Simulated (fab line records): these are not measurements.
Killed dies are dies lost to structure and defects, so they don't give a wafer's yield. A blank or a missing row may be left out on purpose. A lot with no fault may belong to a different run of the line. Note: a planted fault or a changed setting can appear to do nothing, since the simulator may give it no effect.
What tool caused it? :: flow sky130 :: Sampling: 12 lots, 36 wafers, 4 of 708 route steps

## WHAT THE GAUGES READ, wafer by wafer
SKY_RES_PROTECT_TW_MEAS_08.
lot: L890
measured: day 16 13:00
on: film-metro-02
POLY_GATE_TW: 3969 3973 3981

lot: L891
measured: day 16 16:57
on: film-metro-03
POLY_GATE_TW: 4067 4033 4040

lot: L893
measured: day 17 09:25
on: film-metro-03
POLY_GATE_TW: 4031 4048 4043

lot: L897
measured: day 18 16:47
on: film-metro-03
POLY_GATE_TW: 4046 4083 4040

lot: L898
measured: day 19 03:12
on: film-metro-04
POLY_GATE_TW: 3965 3972 3939

lot: L899
measured: day 19 09:57
on: film-metro-03
POLY_GATE_TW: 4058 4034 4022

lot: L902
measured: day 20 16:37
on: film-metro-02
POLY_GATE_TW: 3970 3947 3957

lot: L905
measured: day 21 14:09
on: film-metro-04
POLY_GATE_TW: 3942 3948 3962

lot: L907
measured: day 22 17:45
on: film-metro-03
POLY_GATE_TW: 4032 4041 4047

lot: L908
measured: day 23 13:35
on: film-metro-02
POLY_GATE_TW: 3991 3985 4012

lot: L909
measured: day 23 19:09
on: film-metro-02
POLY_GATE_TW: 3981 3964 3980

lot: L910
measured: day 23 20:52
on: film-metro-03
POLY_GATE_TW: 4036 4029 4040

SKY_LDD_HVP_TW_MEAS_10.
lot: L890
measured: day 23 11:18
on: film-metro-03
LDD_HVP_TW: 454 455 457

lot: L891
measured: day 23 10:59
on: film-metro-02
LDD_HVP_TW: 452 454 452

lot: L893
measured: day 24 01:52
on: film-metro-04
LDD_HVP_TW: 449 446 449

lot: L897
measured: day 25 06:56
on: film-metro-02
LDD_HVP_TW: 450 450 452

lot: L898
measured: day 25 14:59
on: film-metro-03
LDD_HVP_TW: 457 453 457

lot: L899
measured: day 26 00:10
on: film-metro-03
LDD_HVP_TW: 455 457 456

lot: L902
measured: day 27 03:20
on: film-metro-02
LDD_HVP_TW: 404 403 403

lot: L905
measured: day 27 23:38
on: film-metro-02
LDD_HVP_TW: 403 404 404

lot: L907
measured: day 28 23:50
on: film-metro-03
LDD_HVP_TW: 455 455 455

lot: L908
measured: day 29 20:37
on: film-metro-02
LDD_HVP_TW: 452 450 448

lot: L909
measured: day 29 23:56
on: film-metro-02
LDD_HVP_TW: 449 451 448

lot: L910
measured: day 30 01:20
on: film-metro-04
LDD_HVP_TW: 450 449 451

## EACH LOT AND THE TOOL THAT RAN IT (in order: tool; ch and the chambers of the sampled wafers; start)
lot: L890
SKY_LDD_HVP_IMPLANT_08: implanter-04 ch 0, day 23 11:04
SKY_LDD_HVP_STRIP_09: plasma-asher-02 ch 0,1, day 23 11:11

lot: L891
SKY_LDD_HVP_IMPLANT_08: implanter-02 ch 0, day 23 10:44
SKY_LDD_HVP_STRIP_09: plasma-asher-01 ch 0,1, day 23 10:53

lot: L893
SKY_LDD_HVP_IMPLANT_08: implanter-01 ch 0, day 24 01:38
SKY_LDD_HVP_STRIP_09: plasma-asher-02 ch 0,1, day 24 01:46

lot: L897
SKY_LDD_HVP_IMPLANT_08: implanter-04 ch 0, day 25 06:41
SKY_LDD_HVP_STRIP_09: plasma-asher-02 ch 0,1, day 25 06:50

lot: L898
SKY_LDD_HVP_IMPLANT_08: implanter-02 ch 0, day 25 14:44
SKY_LDD_HVP_STRIP_09: plasma-asher-03 ch 0,1, day 25 14:53

lot: L899
SKY_LDD_HVP_IMPLANT_08: implanter-02 ch 0, day 25 23:55
SKY_LDD_HVP_STRIP_09: plasma-asher-02 ch 0,1, day 26 00:04

lot: L902
SKY_LDD_HVP_IMPLANT_08: implanter-02 ch 0, day 27 03:07
SKY_LDD_HVP_STRIP_09: plasma-asher-03 ch 0,1, day 27 03:15

lot: L905
SKY_LDD_HVP_IMPLANT_08: implanter-02 ch 0, day 27 23:23
SKY_LDD_HVP_STRIP_09: plasma-asher-03 ch 0,1, day 27 23:32

lot: L907
SKY_LDD_HVP_IMPLANT_08: implanter-04 ch 0, day 28 23:36
SKY_LDD_HVP_STRIP_09: plasma-asher-03 ch 0,1, day 28 23:44

lot: L908
SKY_LDD_HVP_IMPLANT_08: implanter-04 ch 0, day 29 20:22
SKY_LDD_HVP_STRIP_09: plasma-asher-03 ch 0,1, day 29 20:31

lot: L909
SKY_LDD_HVP_IMPLANT_08: implanter-04 ch 0, day 29 23:42
SKY_LDD_HVP_STRIP_09: plasma-asher-01 ch 0,1, day 29 23:49

lot: L910
SKY_LDD_HVP_IMPLANT_08: implanter-01 ch 0, day 30 01:06
SKY_LDD_HVP_STRIP_09: plasma-asher-03 ch 0,1, day 30 01:14
- SKY_LDD_HVP_IMPLANT_08
- SKY_LDD_HVP_STRIP_09: strips in O2/N2.

## WHAT THE TOOLS THEMSELVES READ (means of the sampled wafers that have a number; where no wafer has one, the mark that the record gives instead)
SKY_LDD_HVP_IMPLANT_08.
lot: L890
tool: implanter-04
tilt-deg (degrees): 17.868

lot: L891
tool: implanter-02
tilt-deg (degrees): 17.913

lot: L893
tool: implanter-01
tilt-deg (degrees): 17.893

lot: L897
tool: implanter-04
tilt-deg (degrees): 17.910

lot: L898
tool: implanter-02
tilt-deg (degrees): 17.886

lot: L899
tool: implanter-02
tilt-deg (degrees): 17.926

lot: L902
tool: implanter-02
tilt-deg (degrees): 0.024

lot: L905
tool: implanter-02
tilt-deg (degrees): 0.006

lot: L907
tool: implanter-04
tilt-deg (degrees): 17.925

lot: L908
tool: implanter-04
tilt-deg (degrees): 17.935

lot: L909
tool: implanter-04
tilt-deg (degrees): 17.907

lot: L910
tool: implanter-01
tilt-deg (degrees): 17.909

SKY_LDD_HVP_STRIP_09.
lot: L890
tool: plasma-asher-02
chamber-pressure-mTorr (mTorr): 1500.7
drypump-motor-current-A (A): 5.5
oes-product-au (a.u.): 0.404
strip-time-to-endpoint-s (s): 4.131

lot: L891
tool: plasma-asher-01
chamber-pressure-mTorr (mTorr): 1500.0
drypump-motor-current-A (A): 6.2
oes-product-au (a.u.): 0.409
strip-time-to-endpoint-s (s): 4.160

lot: L893
tool: plasma-asher-02
chamber-pressure-mTorr (mTorr): 1499.8
drypump-motor-current-A (A): 5.5
oes-product-au (a.u.): 0.407
strip-time-to-endpoint-s (s): 4.161

lot: L897
tool: plasma-asher-02
chamber-pressure-mTorr (mTorr): 1500.0
drypump-motor-current-A (A): 5.4
oes-product-au (a.u.): 0.410
strip-time-to-endpoint-s (s): 4.144

lot: L898
tool: plasma-asher-03
chamber-pressure-mTorr (mTorr): 1500.9
drypump-motor-current-A (A): 5.5
oes-product-au (a.u.): 0.410
strip-time-to-endpoint-s (s): 4.133

lot: L899
tool: plasma-asher-02
chamber-pressure-mTorr (mTorr): 1500.3
drypump-motor-current-A (A): 5.5
oes-product-au (a.u.): 0.408
strip-time-to-endpoint-s (s): 4.127

lot: L902
tool: plasma-asher-03
chamber-pressure-mTorr (mTorr): 1500.1
drypump-motor-current-A (A): 5.4
oes-product-au (a.u.): 0.409
strip-time-to-endpoint-s (s): 4.140

lot: L905
tool: plasma-asher-03
chamber-pressure-mTorr (mTorr): 1499.4
drypump-motor-current-A (A): 5.5
oes-product-au (a.u.): 0.405
strip-time-to-endpoint-s (s): 4.124

lot: L907
tool: plasma-asher-03
chamber-pressure-mTorr (mTorr): 1499.5
drypump-motor-current-A (A): 5.5
oes-product-au (a.u.): 0.408
strip-time-to-endpoint-s (s): 4.128

lot: L908
tool: plasma-asher-03
chamber-pressure-mTorr (mTorr): 1501.3
drypump-motor-current-A (A): 5.4
oes-product-au (a.u.): 0.412
strip-time-to-endpoint-s (s): 4.134

lot: L909
tool: plasma-asher-01
chamber-pressure-mTorr (mTorr): 1499.1
drypump-motor-current-A (A): 6.1
oes-product-au (a.u.): 0.408
strip-time-to-endpoint-s (s): 4.128

lot: L910
tool: plasma-asher-03
chamber-pressure-mTorr (mTorr): 1500.8
drypump-motor-current-A (A): 5.5
oes-product-au (a.u.): 0.409
strip-time-to-endpoint-s (s): 4.133

## THE ANSWER, worked out from the rows above alone
Rule: the lots themselves supply what counts as usual. Put in order of their means at a reading, lots are off if they are a third of the lots or fewer, leave a main group of 4 or more, and stand apart from it by a gap of 3 or more times the standard deviation of the main group's means; of several such gaps the widest counts. A main group is skipped when, at the precision printed for the reading in the tables above, its means are all equal. Also off: a lot with no number at a reading for which 4 or more lots have one. Any other lot the step has rows for is counted as sound. Order of review: gauges by route order, followed by the tools' own readings, for which a lot's mean as printed above is used. The first step at which some lot is off is used, and at that step the reading that is off furthest; a lot without a number counts as furthest.
Off: L902, L905, at SKY_LDD_HVP_TW_MEAS_10 (LDD_HVP_TW). For the main group the mean is 452 and the standard deviation 2.9.
If a tool, at a process step before that reading, ran all the lots that are off and no sound lot after the first of them, it fits. The gauges at SKY_LDD_HVP_TW_MEAS_10 aren't tried: what is off there is off at SKY_LDD_HVP_IMPLANT_08 too, on other tools, and a gauge's error can't cause that. One fits: SKY_LDD_HVP_IMPLANT_08 on implanter-02. A fault onset in the window from L899 (day 25 23:55, its last sound lot) to L902 (day 27 03:07, its first lot off) fits.
The tool's own readings at SKY_LDD_HVP_IMPLANT_08 bear it out: on the lots that are off they differ by more than 5 times the standard deviation of the sound lots' means. tilt-deg reads 0.015 degrees there against 17.907 degrees on the sound lots.

## WHAT THE SIMULATOR HAD PUT IN
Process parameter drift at SKY_LDD_HVP_IMPLANT_08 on implanter-02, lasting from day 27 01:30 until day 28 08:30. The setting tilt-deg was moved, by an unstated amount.
Lots struck among those shown: L902, L905. This agrees with what the rule above found.
